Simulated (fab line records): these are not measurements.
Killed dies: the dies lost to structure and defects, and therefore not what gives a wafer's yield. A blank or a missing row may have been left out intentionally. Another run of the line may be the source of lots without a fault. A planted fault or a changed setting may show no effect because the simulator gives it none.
Matching of chambers | flow sfq line | SFQ_TRILAYER_I3_CMP_CMP_082 on cmp-01 has 4 sister chambers
The step polishes SiO2. 8 wafers are shown with their chamber, then 10 later ones without.

== WAFERS PAIRED WITH THEIR CHAMBERS ==
wafer  | chamber | time to endpoint s (s) | motor current A (A)
L202.4 | 3       | 215                    | 10.8
L203.4 | 2       | 215                    | 10.5
L203.5 | 0       | 229                    | 10.4
L204.1 | 2       | 207                    | 10.3
L204.2 | 1       | 209                    | 11.2
L204.4 | 0       | 230                    | 9.9
L205.1 | 3       | 230                    | 11.2
L205.2 | 1       | 229                    | 10.1

== WAFERS MISSING THEIR CHAMBER ==
wafer  | time to endpoint s (s) | motor current A (A)
L205.4 | 239                    | 9.5
L206.1 | 215                    | 9.8
L206.3 | 239                    | 10.8
L206.4 | 232                    | 10.6
L210.1 | 218                    | 10.4
L210.2 | 239                    | 9.6
L210.5 | 231                    | 10.1
L217.1 | 220                    | 10.6
L217.3 | 195                    | 10.0
L217.5 | 216                    | 11.2

== THE CHAMBER EACH PASSED THROUGH ==
wafer  | from the rows above               | in truth
L205.4 | can't be placed: 0 or 1 or 2 or 3 | 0
L206.1 | can't be placed: 2 or 0 or 1 or 3 | 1
L206.3 | can't be placed: 0 or 3 or 1 or 2 | 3
L206.4 | can't be placed: 0 or 3 or 1 or 2 | 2
L210.1 | can't be placed: 1 or 2 or 0 or 3 | 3
L210.2 | can't be placed: 0 or 1 or 2 or 3 | 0
L210.5 | can't be placed: 0 or 1 or 3      | 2
L217.1 | can't be placed: 1 or 3 or 2 or 0 | 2
L217.3 | can't be placed: 2 or 1 or 3 or 0 | 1
L217.5 | can't be placed: 3 or 1 or 2 or 0 | 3
Correct placement for 0 of the 10. Not placeable from these rows: 10 (in 9, the candidates include the true chamber). Placed wrongly: 0.
How it was worked out, from the rows above alone: a wafer's distance from a chamber is the root of the sum, over the readings, of the square of ((its reading less the chamber's mean) divided by the reading's scatter). The wafer belongs to the nearest chamber; if the next one is less than 2 further off, it can't be placed. For every chamber, the mean is computed from those of its wafers that are shown. The scatter: take each reading less its chamber's mean, square it, sum over the shown wafers, divide by the number of wafers less the number of chambers, and take the root.
